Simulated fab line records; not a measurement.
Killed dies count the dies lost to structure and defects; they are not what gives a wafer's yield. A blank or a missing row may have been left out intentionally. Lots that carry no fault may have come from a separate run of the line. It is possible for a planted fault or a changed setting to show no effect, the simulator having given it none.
fab line records	flow sky130
[record] lots = 24	wafers = 72	last_day = 51
route steps=708 shown VIA1@460 METAL2@503 METAL3@532 CAPM@538
lots untouched by any fault: they come from a run of this same line in which no faults occurred
start_h: start of the lot's first displayed wafer, in hours after the record's first day	wait_h: hours since the lot's step before	" unchanged from the row above	L1.1+2: several wafers, shown together as one row	- value missing, or start not given	* or withheld: withheld	< > ~ a bound
route shown NAME@n: names a module that has steps shown in the file, with the first one's number in the route	usual: mean/standard deviation of fault-free wafers	same: alike in all rows	chamber/n: place in a boat	sites: each site's reading	_std_site: standard deviation of those values	_edge_site: mean of outer sites minus mean of inner sites	radius_mm: how far each site lies from the wafer's centre	mask NAME#n: copy n	behind: tool/chamber where the wafer was last shaped	hold: why the lot was held/for how many hours/how that ended	device: whichever transistor did not switch (one of n, p or np)	end of line: the same wafers' tests at the end of the route	a step with no rows: only its recipe	killed: at the first sort, the dies lost to defects and structure; wafer yield is something else	map: shows each die of a wafer: x if killed, . if not, _ if none is there
set.NAME: the run value of the setting; set.NAME@STEP: its run value at that earlier step	model.NAME: the simulator's own value behind a step, which no gauge read
a sample of lots followed through the steps of the route, with each step as a table and each wafer as a row
services: from which hour (start_h, from the record's first day; less than 0 if before it) a tool's chamber was out of use, for how many hours, and why
[[steps]]
[step SKY_VIA1_CMP_02]
[recipe] material = SiO2	down_force_psi = 4	platen_rpm = 60	pad_velocity_m_s = 0.94248
[usual] motor_current_A = 11.9/1.7
lot.wafer	tool	chamber	start_h	wait_h	motor_current_A
L075.4	cmp-02	3	792.14	0.0	9.4
L075.1	"	0	"	"	11.2
L075.2	"	1	"	"	11.3
L079.1	cmp-01	3	793.00	0.1	13.4
L079.3	"	0	"	"	10.7
L079.5	"	3	"	"	13.5
L074.1	cmp-02	1	793.21	0.1	11.5
L074.3	"	2	"	"	15.3
L074.5	"	3	"	"	9.5
L077.3	cmp-01	0	793.30	0.0	10.5
L077.5	"	0	"	"	10.9
L077.6	"	1	"	"	11.7
L078.4	cmp-02	2	793.95	0.0	15.7
L078.5	"	2	"	"	15.3
L078.6	"	3	"	"	9.7
L076.2	cmp-01	0	794.06	0.0	10.3
L076.6	"	0	"	"	10.9
L076.5	"	1	"	"	11.8
L080.4	cmp-02	2	794.39	0.0	15.4
L080.1	"	0	"	"	11.2
L080.6	"	2	"	"	15.1
L081.1	cmp-02	1	797.59	0.1	10.9
L081.3	"	3	"	"	10.4
L081.6	"	1	"	"	11.2
L082.4	cmp-01	0	825.04	0.1	11.2
L082.3	"	1	"	"	11.9
L082.2	"	2	"	"	12.9
L083.4	cmp-01	2	827.24	0.1	12.8
L083.1	"	0	"	"	10.2
L083.6	"	1	"	"	11.6
L084.4	cmp-02	3	833.27	0.0	9.5
L084.6	"	3	"	"	9.8
L084.5	"	0	"	"	11.2
L086.3	cmp-02	2	941.77	0.0	15.3
L086.2	"	3	"	"	9.8
L086.1	"	1	"	"	11.0
L089.4	cmp-01	1	944.82	0.1	11.9
L089.1	"	3	"	"	13.4
L089.5	"	1	"	"	11.7
L087.2	cmp-01	1	945.12	0.1	12.2
L087.6	"	0	"	"	11.1
L087.5	"	1	"	"	11.5
L093.2	cmp-01	0	945.50	0.0	10.3
L093.1	"	1	"	"	11.9
L093.6	"	0	"	"	10.9
L088.3	cmp-01	3	946.55	0.1	12.9
L088.4	"	0	"	"	10.5
L088.6	"	1	"	"	12.5
L085.2	cmp-01	2	946.80	0.0	13.4
L085.4	"	0	"	"	10.6
L085.6	"	2	"	"	12.7
L095.2	cmp-01	3	947.20	0.1	13.8
L095.1	"	0	"	"	10.4
L095.5	"	2	"	"	13.4
L091.4	cmp-02	1	947.65	0.2	10.5
L091.6	"	3	"	"	10.3
L091.5	"	0	"	"	11.5
L090.1	cmp-01	2	949.01	0.1	12.4
L090.5	"	1	"	"	11.6
L090.6	"	2	"	"	12.6
L094.3	cmp-02	0	949.12	0.0	11.2
L094.2	"	2	"	"	15.4
L094.5	"	1	"	"	10.7
L096.2	cmp-02	1	950.33	0.0	11.2
L096.4	"	2	"	"	14.4
L096.5	"	1	"	"	10.8
L097.1	cmp-02	0	950.68	0.1	10.7
L097.2	"	2	"	"	14.8
L097.6	"	0	"	"	10.7
L092.3	cmp-02	3	952.00	0.1	10.0
L092.4	"	0	"	"	10.2
L092.5	"	3	"	"	9.2
[step SKY_VIA1_RS_MEAS_22]
[recipe] thk_meas_gauge = four-point-probe	reads = W_of_VIA1_CVD_21+TiN_of_VIA1_SPUTTER_20
[usual] VIA1_W_RS = 0.430/0.0035
lot.wafer	tool	chamber	start_h	wait_h	VIA1_W_RS[ohm/sq]
L075.1	film_metro-04	-	818.78	0.1	0.425
L075.2	"	-	"	"	0.430
L075.4	"	-	"	"	0.432
L079.1	film_metro-03	-	819.82	0.1	0.426
L079.3	"	-	"	"	0.426
L079.5	"	-	"	"	0.431
L074.1	film_metro-04	-	820.07	0.1	0.430
L074.3	"	-	"	"	0.428
L074.5	"	-	"	"	0.426
L077.3	film_metro-02	-	820.21	0.1	0.426
L077.5	"	-	"	"	0.430
L077.6	"	-	"	"	0.430
L078.4	film_metro-03	-	821.18	0.1	0.432
L078.5	"	-	"	"	0.429
L078.6	"	-	"	"	0.432
L076.2	film_metro-04	-	821.34	0.1	0.427
L076.5	"	-	"	"	0.424
L076.6	"	-	"	"	0.431
L080.1	film_metro-04	-	821.97	0.1	0.436
L080.4	"	-	"	"	0.433
L080.6	"	-	"	"	0.433
L081.1	film_metro-02	-	824.62	0.1	0.428
L081.3	"	-	"	"	0.420
L081.6	"	-	"	"	0.426
L082.2	film_metro-03	-	852.44	0.1	0.426
L082.3	"	-	"	"	0.430
L082.4	"	-	"	"	0.432
L083.1	film_metro-03	-	854.48	0.1	0.435
L083.4	"	-	"	"	0.437
L083.6	"	-	"	"	0.432
L084.4	film_metro-04	-	860.69	0.1	0.432
L084.5	"	-	"	"	0.431
L084.6	"	-	"	"	0.432
L086.1	film_metro-04	-	966.71	0.1	0.428
L086.2	"	-	"	"	0.427
L086.3	"	-	"	"	0.433
L089.1	film_metro-02	-	969.52	0.1	0.430
L089.4	"	-	"	"	0.428
L089.5	"	-	"	"	0.426
L087.2	film_metro-04	-	969.79	0.1	0.426
L087.5	"	-	"	"	0.427
L087.6	"	-	"	"	0.427
L093.1	film_metro-03	-	970.98	0.1	0.426
L093.2	"	-	"	"	0.430
L093.6	"	-	"	"	0.428
L088.3	film_metro-04	-	971.36	0.1	0.431
L088.4	"	-	"	"	0.427
L088.6	"	-	"	"	0.433
L085.2	film_metro-04	-	971.71	0.1	0.430
L085.4	"	-	"	"	0.431
L085.6	"	-	"	"	0.435
L095.1	film_metro-03	-	972.60	0.1	0.430
L095.2	"	-	"	"	0.432
L095.5	"	-	"	"	0.429
L091.4	film_metro-03	-	972.84	0.1	0.431
L091.5	"	-	"	"	0.436
L091.6	"	-	"	"	0.436
L090.1	film_metro-04	-	974.49	0.1	0.431
L090.5	"	-	"	"	0.434
L090.6	"	-	"	"	0.427
L094.2	film_metro-03	-	974.62	0.1	0.433
L094.3	"	-	"	"	0.431
L094.5	"	-	"	"	0.433
L096.2	film_metro-03	-	975.65	0.1	0.433
L096.4	"	-	"	"	0.431
L096.5	"	-	"	"	0.426
L097.1	film_metro-02	-	976.25	0.1	0.426
L097.2	"	-	"	"	0.430
L097.6	"	-	"	"	0.427
L092.3	film_metro-04	-	977.33	0.1	0.430
L092.4	"	-	"	"	0.429
L092.5	"	-	"	"	0.431
[step SKY_METAL2_STRIP_20]
[recipe] chemistry = O2/N2	power_w = 1400	pressure_mtorr = 1500	platen_temp_c = withheld	o2_flow_sccm = 3000	n2_flow_sccm = 300	overash_fraction = 0.5
[usual] drypump_motor_current_A = 5.4/0.42	oes_product_au = 0.343/0.0053	strip_time_to_endpoint_s = 2.71/0.039
lot.wafer	tool	chamber	start_h	wait_h	drypump_motor_current_A	oes_product_au	rf_hours_counter_h	strip_time_to_endpoint_s
L075.1	plasma_asher-01	0	845.12	0.1	4.8	0.341	71	2.66
L075.2	"	1	"	"	5.9	0.341	71	2.70
L075.4	"	1	"	"	5.9	0.339	-	2.71
L079.1	plasma_asher-01	0	846.17	0.1	4.7	0.344	71	2.71
L079.3	"	1	"	"	5.9	0.336	-	2.74
L079.5	"	1	"	"	5.9	0.352	-	2.74
L074.1	plasma_asher-02	0	846.59	0.1	5.6	0.348	43	2.72
L074.3	"	1	"	"	5.3	0.340	-	2.74
L074.5	"	1	"	"	5.3	0.341	-	2.74
L077.3	plasma_asher-01	1	846.86	0.1	5.9	0.352	-	2.72
L077.5	"	1	"	"	5.9	0.348	-	2.74
L077.6	"	0	"	"	4.7	0.344	-	2.76
L078.4	plasma_asher-01	1	848.19	0.1	5.9	0.335	-	2.69
L078.5	"	0	"	"	4.7	0.334	-	2.69
L078.6	"	1	"	"	5.9	0.351	-	2.68
L076.2	plasma_asher-02	1	848.43	0.1	5.3	0.336	43	2.69
L076.5	"	1	"	"	5.3	0.340	-	2.67
L076.6	"	0	"	"	5.6	0.343	-	2.72
L080.1	plasma_asher-04	1	848.78	0.1	5.6	0.334	8	2.73
L080.4	"	1	"	"	5.6	0.344	-	2.72
L080.6	"	0	"	"	5.8	0.348	-	2.73
L081.1	plasma_asher-02	1	851.37	0.1	5.3	0.341	44	2.68
L081.3	"	1	"	"	5.3	0.342	-	2.66
L081.6	"	1	"	"	5.3	0.347	-	2.70
L082.2	plasma_asher-02	0	879.58	0.1	5.6	0.348	47	2.65
L082.3	"	1	"	"	5.3	0.336	-	2.65
L082.4	"	0	"	"	5.6	0.341	-	2.68
L083.1	plasma_asher-01	0	880.57	0.1	4.7	0.338	74	2.72
L083.4	"	0	"	"	4.7	0.336	-	2.74
L083.6	"	0	"	"	4.7	0.340	-	2.75
L084.4	plasma_asher-04	1	886.02	0.1	5.6	0.339	-	2.66
L084.5	"	1	"	"	5.6	0.345	-	2.79
L084.6	"	0	"	"	5.7	0.338	-	2.67
L086.1	plasma_asher-02	0	991.03	0.1	5.6	0.341	57	2.70
L086.2	"	1	"	"	5.3	0.338	57	2.72
L086.3	"	0	"	"	5.6	0.337	-	2.72
L089.1	plasma_asher-02	0	994.22	0.1	5.6	0.343	57	2.69
L089.4	"	0	"	"	5.6	0.341	-	2.72
L089.5	"	0	"	"	5.6	0.349	-	2.71
L087.2	plasma_asher-01	1	995.02	0.1	5.9	0.344	85	2.68
L087.5	"	1	"	"	5.9	0.338	-	2.69
L087.6	"	0	"	"	4.8	0.354	-	2.69
L093.1	plasma_asher-04	0	995.68	0.1	5.7	0.339	23	2.69
L093.2	"	1	"	"	5.6	0.348	23	2.76
L093.6	"	0	"	"	5.7	0.341	-	2.68
L088.3	plasma_asher-02	1	995.81	0.1	5.3	0.345	-	2.65
L088.4	"	0	"	"	5.6	0.336	-	2.69
L088.6	"	0	"	"	5.6	0.332	-	2.68
L085.2	plasma_asher-01	1	996.38	0.1	5.9	0.342	86	2.71
L085.4	"	0	"	"	4.7	0.347	-	2.74
L085.6	"	0	"	"	4.7	0.355	-	2.81
L095.1	plasma_asher-02	0	996.73	0.1	5.6	0.339	58	2.70
L095.2	"	1	"	"	5.3	0.339	58	2.72
L095.5	"	1	"	"	5.3	0.343	-	2.68
L091.4	plasma_asher-01	0	998.16	0.1	4.7	0.342	-	2.70
L091.5	"	0	"	"	4.7	0.342	-	2.69
L091.6	"	1	"	"	5.9	0.354	-	2.78
L090.1	plasma_asher-01	1	999.42	0.1	5.9	0.354	86	2.76
L090.5	"	0	"	"	4.7	0.352	-	2.77
L090.6	"	1	"	"	5.9	0.338	-	2.71
L094.2	plasma_asher-02	0	999.63	0.1	5.6	0.347	58	2.79
L094.3	"	1	"	"	5.3	0.349	-	2.68
L094.5	"	0	"	"	5.6	0.354	-	2.70
L096.2	plasma_asher-04	0	1000.42	0.1	5.8	0.338	23	2.73
L096.4	"	1	"	"	5.6	0.347	-	2.70
L096.5	"	0	"	"	5.7	0.343	-	2.68
L097.1	plasma_asher-01	0	1001.12	0.1	4.7	0.346	86	2.80
L097.2	"	1	"	"	5.9	0.347	86	2.66
L097.6	"	0	"	"	4.7	0.343	-	2.68
L092.3	plasma_asher-02	1	1002.66	0.1	5.3	0.343	-	2.65
L092.4	"	0	"	"	5.6	0.350	-	2.74
L092.5	"	1	"	"	5.3	0.350	-	2.74
[step SKY_METAL3_SPUTTER_00]
[recipe] material = Ti	target_thk_nm = 15	power_w = 3000	time_s = 10	chamber_pressure_pa = 0.4
[usual] throttle_valve_pct = 29.9/1
lot.wafer	tool	chamber	start_h	wait_h	throttle_valve_pct
L075.1	pvd_sputter-01	-	873.89	0.1	31.0
L075.2	"	-	"	"	29.4
L075.4	"	-	"	"	30.6
L079.1	pvd_sputter-01	-	874.94	0.2	29.7
L079.3	"	-	"	"	30.6
L079.5	"	-	"	"	29.0
L074.1	pvd_sputter-03	-	875.21	0.2	27.6
L074.3	"	-	"	"	30.1
L074.5	"	-	"	"	30.7
L077.3	pvd_sputter-01	-	875.35	0.1	30.9
L077.5	"	-	"	"	29.4
L077.6	"	-	"	"	30.8
L078.4	pvd_sputter-02	-	876.80	0.1	30.8
L078.5	"	-	"	"	29.7
L078.6	"	-	"	"	28.9
L076.2	pvd_sputter-03	-	877.16	0.1	30.6
L076.5	"	-	"	"	28.9
L076.6	"	-	"	"	27.5
L080.1	pvd_sputter-02	-	877.51	0.1	29.8
L080.4	"	-	"	"	30.7
L080.6	"	-	"	"	29.0
L081.1	pvd_sputter-02	-	880.31	0.2	29.8
L081.3	"	-	"	"	29.0
L081.6	"	-	"	"	29.5
L082.2	pvd_sputter-02	-	906.20	0.2	29.3
L082.3	"	-	"	"	30.3
L082.4	"	-	"	"	31.6
L083.1	pvd_sputter-01	-	906.90	0.2	29.5
L083.4	"	-	"	"	29.1
L083.6	"	-	"	"	29.0
L084.4	pvd_sputter-01	-	913.00	0.2	30.7
L084.5	"	-	"	"	30.6
L084.6	"	-	"	"	28.8
L086.1	pvd_sputter-02	-	1015.32	0.1	31.6
L086.2	"	-	"	"	29.7
L086.3	"	-	"	"	29.1
L089.1	pvd_sputter-03	-	1018.15	0.1	29.0
L089.4	"	-	"	"	31.0
L089.5	"	-	"	"	28.9
L087.2	pvd_sputter-03	-	1019.75	0.2	30.1
L087.5	"	-	"	"	30.7
L087.6	"	-	"	"	28.8
L093.1	pvd_sputter-02	-	1020.94	0.1	31.3
L093.2	"	-	"	"	29.2
L093.6	"	-	"	"	31.6
L088.3	pvd_sputter-01	-	1021.10	0.2	30.9
L088.4	"	-	"	"	29.6
L088.6	"	-	"	"	29.4
L085.2	pvd_sputter-03	-	1021.86	0.1	30.8
L085.4	"	-	"	"	30.2
L085.6	"	-	"	"	30.1
L095.1	pvd_sputter-02	-	1022.85	0.1	31.5
L095.2	"	-	"	"	29.8
L095.5	"	-	"	"	30.0
L091.4	pvd_sputter-03	-	1023.80	0.1	28.8
L091.5	"	-	"	"	30.9
L091.6	"	-	"	"	30.0
L090.1	pvd_sputter-01	-	1025.15	0.2	28.9
L090.5	"	-	"	"	31.1
L090.6	"	-	"	"	29.6
L094.2	pvd_sputter-03	-	1025.47	0.2	30.7
L094.3	"	-	"	"	27.7
L094.5	"	-	"	"	30.8
L096.2	pvd_sputter-03	-	1027.21	0.1	30.1
L096.4	"	-	"	"	27.6
L096.5	"	-	"	"	31.0
L097.1	pvd_sputter-01	-	1027.32	0.2	29.4
L097.2	"	-	"	"	29.0
L097.6	"	-	"	"	29.6
L092.3	pvd_sputter-01	-	1029.15	0.1	30.4
L092.4	"	-	"	"	29.2
L092.5	"	-	"	"	29.2
[step SKY_CAPM_THK_MEAS_01]
[recipe] reads = SiO2_of_CAPM_CVD_00
[usual] CAPM_CVD_00_THK = 15.54/0.26
lot.wafer	tool	chamber	start_h	wait_h	CAPM_CVD_00_THK[nm]
L075.1	film_metro-03	-	874.06	-	15.37
L075.2	"	-	"	"	15.35
L075.4	"	-	"	"	15.51
L079.1	film_metro-04	-	875.12	-	15.06
L079.3	"	-	"	"	15.25
L079.5	"	-	"	"	15.40
L074.1	film_metro-01	-	875.39	-	14.89
L074.3	"	-	"	"	15.54
L074.5	"	-	"	"	15.59
L077.3	film_metro-01	-	875.55	-	15.85
L077.5	"	-	"	"	16.10
L077.6	"	-	"	"	16.03
L078.4	film_metro-03	-	877.01	-	15.52
L078.5	"	-	"	"	15.44
L078.6	"	-	"	"	15.48
L076.2	film_metro-04	-	877.35	-	15.35
L076.5	"	-	"	"	15.47
L076.6	"	-	"	"	15.91
L080.1	film_metro-04	-	877.69	-	15.16
L080.4	"	-	"	"	15.36
L080.6	"	-	"	"	15.67
L081.1	film_metro-03	-	880.48	-	15.72
L081.3	"	-	"	"	15.72
L081.6	"	-	"	"	15.89
L082.2	film_metro-04	-	906.38	-	15.64
L082.3	"	-	"	"	15.50
L082.4	"	-	"	"	15.36
L083.1	film_metro-01	-	907.08	-	15.65
L083.4	"	-	"	"	15.36
L083.6	"	-	"	"	15.30
L084.4	film_metro-04	-	913.22	-	15.53
L084.5	"	-	"	"	15.72
L084.6	"	-	"	"	15.69
L086.1	film_metro-03	-	1015.50	-	15.82
L086.2	"	-	"	"	15.59
L086.3	"	-	"	"	15.67
L089.1	film_metro-01	-	1018.32	-	15.56
L089.4	"	-	"	"	15.71
L089.5	"	-	"	"	15.60
L087.2	film_metro-03	-	1019.94	-	15.35
L087.5	"	-	"	"	15.46
L087.6	"	-	"	"	15.61
L093.1	film_metro-03	-	1021.11	-	15.50
L093.2	"	-	"	"	15.75
L093.6	"	-	"	"	15.86
L088.3	film_metro-01	-	1021.30	-	15.60
L088.4	"	-	"	"	15.40
L088.6	"	-	"	"	16.22
L085.2	film_metro-01	-	1022.05	-	15.60
L085.4	"	-	"	"	15.45
L085.6	"	-	"	"	15.72
L095.1	film_metro-03	-	1023.03	-	15.71
L095.2	"	-	"	"	15.55
L095.5	"	-	"	"	15.66
L091.4	film_metro-01	-	1024.00	-	15.55
L091.5	"	-	"	"	15.59
L091.6	"	-	"	"	14.98
L090.1	film_metro-03	-	1025.33	-	15.30
L090.5	"	-	"	"	15.69
L090.6	"	-	"	"	15.37
L094.2	film_metro-03	-	1025.67	-	15.48
L094.3	"	-	"	"	15.85
L094.5	"	-	"	"	15.85
L096.2	film_metro-04	-	1027.40	-	15.56
L096.4	"	-	"	"	15.56
L096.5	"	-	"	"	15.59
L097.1	film_metro-01	-	1027.51	-	15.23
L097.2	"	-	"	"	15.68
L097.6	"	-	"	"	15.66
L092.3	film_metro-01	-	1029.35	-	15.23
L092.4	"	-	"	"	15.65
L092.5	"	-	"	"	15.51
[step SKY_CAPM_STRIP_14]
[recipe] chemistry = O2/N2	power_w = 1400	pressure_mtorr = 1500	platen_temp_c = withheld	o2_flow_sccm = 3000	n2_flow_sccm = 300	overash_fraction = 0.5
[usual] drypump_motor_current_A = 5.6/0.37	oes_product_au = 0.710/0.0042	strip_time_to_endpoint_s = 12.66/0.047
lot.wafer	tool	chamber	start_h	wait_h	drypump_motor_current_A	oes_product_au	rf_hours_counter_h	strip_time_to_endpoint_s
L075.1	plasma_asher-03	1	898.48	0.1	5.5	0.710	108	12.60
L075.2	"	0	"	"	5.9	0.706	108	12.65
L075.4	"	1	"	"	5.5	0.710	-	12.61
L079.1	plasma_asher-03	1	899.63	0.1	5.5	0.710	108	12.63
L079.3	"	0	"	"	5.9	0.708	-	12.68
L079.5	"	0	"	"	5.9	0.707	-	12.68
L074.1	plasma_asher-04	1	899.64	0.1	5.6	0.708	14	12.60
L074.3	"	1	"	"	5.6	0.713	-	12.59
L074.5	"	1	"	"	5.6	0.708	-	12.61
L077.3	plasma_asher-01	1	899.98	0.1	5.9	0.709	-	12.71
L077.5	"	0	"	"	4.7	0.702	-	12.70
L077.6	"	1	"	"	5.9	0.711	-	12.67
L078.4	plasma_asher-04	1	901.26	0.1	5.6	0.718	-	12.67
L078.5	"	0	"	"	5.7	0.708	-	12.65
L078.6	"	1	"	"	5.6	0.708	-	12.69
L076.2	plasma_asher-01	1	901.35	0.1	5.9	0.712	76	12.69
L076.5	"	0	"	"	4.7	0.707	-	12.67
L076.6	"	1	"	"	5.9	0.716	-	12.63
L080.1	plasma_asher-03	0	901.65	0.1	5.9	0.712	108	12.72
L080.4	"	0	"	"	5.9	0.709	-	12.67
L080.6	"	0	"	"	5.9	0.721	-	12.68
L081.1	plasma_asher-04	1	903.75	0.1	5.7	0.707	14	12.67
L081.3	"	1	"	"	5.6	0.707	-	12.72
L081.6	"	0	"	"	5.8	0.712	-	12.65
L082.2	plasma_asher-04	0	930.05	0.1	5.8	0.712	17	12.66
L082.3	"	1	"	"	5.6	0.716	-	12.66
L082.4	"	0	"	"	5.7	0.712	-	12.64
L083.1	plasma_asher-04	0	930.97	0.1	5.7	0.706	17	12.71
L083.4	"	0	"	"	5.8	0.716	-	12.71
L083.6	"	1	"	"	5.6	0.710	-	12.69
L084.4	plasma_asher-04	0	936.63	0.1	5.7	0.708	-	12.77
L084.5	"	0	"	"	5.7	0.707	-	12.69
L084.6	"	1	"	"	5.6	0.707	-	12.76
L086.1	plasma_asher-04	0	1037.30	0.1	5.7	0.714	27	12.57
L086.2	"	1	"	"	5.6	0.709	27	12.57
L086.3	"	0	"	"	5.7	0.711	-	12.61
L089.1	plasma_asher-03	0	1039.50	0.1	5.9	0.714	121	12.66
L089.4	"	0	"	"	5.9	0.710	-	12.63
L089.5	"	1	"	"	5.5	0.712	-	12.66
L087.2	plasma_asher-01	0	1041.30	0.1	4.7	0.720	90	12.68
L087.5	"	1	"	"	5.9	0.722	-	12.66
L087.6	"	0	"	"	4.7	0.710	-	12.64
L093.1	plasma_asher-04	1	1042.40	0.1	5.6	0.710	27	12.66
L093.2	"	0	"	"	5.7	0.715	27	12.56
L093.6	"	0	"	"	5.7	0.708	-	12.66
L088.3	plasma_asher-03	1	1042.83	0.1	5.5	0.711	-	12.69
L088.4	"	0	"	"	6.0	0.711	-	12.66
L088.6	"	1	"	"	5.5	0.710	-	12.64
L085.2	plasma_asher-04	1	1043.30	0.1	5.6	0.703	27	12.71
L085.4	"	1	"	"	5.6	0.709	-	12.59
L085.6	"	0	"	"	5.8	0.711	-	12.71
L095.1	plasma_asher-03	0	1044.10	0.1	6.0	0.707	122	12.60
L095.2	"	1	"	"	5.5	0.700	122	12.67
L095.5	"	0	"	"	5.9	0.708	-	12.62
L091.4	plasma_asher-01	1	1046.83	0.1	5.9	0.713	-	12.65
L091.5	"	1	"	"	5.9	0.710	-	12.70
L091.6	"	0	"	"	4.7	0.709	-	12.73
L090.1	plasma_asher-01	1	1047.40	0.1	5.9	0.708	91	12.61
L090.5	"	1	"	"	5.9	0.714	-	12.60
L090.6	"	0	"	"	4.7	0.706	-	12.60
L094.2	plasma_asher-03	0	1048.00	0.1	5.9	0.714	122	12.64
L094.3	"	1	"	"	5.4	0.708	-	12.72
L094.5	"	0	"	"	5.9	0.711	-	12.63
L096.2	plasma_asher-03	0	1049.50	0.1	6.0	0.713	122	12.66
L096.4	"	0	"	"	5.9	0.708	-	12.73
L096.5	"	1	"	"	5.5	0.713	-	12.73
L097.1	plasma_asher-01	0	1049.70	0.1	4.7	0.707	91	12.64
L097.2	"	1	"	"	5.9	0.709	91	12.69
L097.6	"	0	"	"	4.7	0.712	-	12.69
L092.3	plasma_asher-03	1	1051.93	0.1	5.5	0.704	-	12.69
L092.4	"	0	"	"	5.9	0.708	-	12.64
L092.5	"	1	"	"	5.5	0.703	-	12.71
[[services]]
tool	chamber	start_h	hours	kind
cmp-01	-	773.45	3.9	repair
cmp-02	-	777.92	2.1	repair
pvd_sputter-03	-	783.19	2.1	repair
cmp-02	-	807.99	0.5	repair
plasma_asher-01	-	809.21	11.2	repair
plasma_asher-04	-	839.61	5.1	repair
plasma_asher-03	-	841.60	0.3	repair
plasma_asher-02	-	858.77	1.3	repair
cmp-02	-	868.85	5.1	repair
cmp-01	-	895.79	1.2	repair
cmp-01	-	908.71	0.5	repair
cmp-01	-	912.00	4.0	pm
plasma_asher-02	-	912.46	3.0	repair
cmp-01	-	913.98	1.6	repair
cmp-01	-	923.15	0.9	repair
cmp-01	-	937.20	6.7	repair
plasma_asher-04	-	938.07	0.9	repair
cmp-02	-	943.92	3.6	pm
plasma_asher-04	-	981.82	1.2	repair
plasma_asher-03	-	982.67	2.8	pm
plasma_asher-04	-	998.39	1.5	repair
plasma_asher-02	-	1001.37	0.6	repair
pvd_sputter-01	-	1009.04	2.4	repair
cmp-01	-	1051.17	1.5	repair
[[key]]
fault none
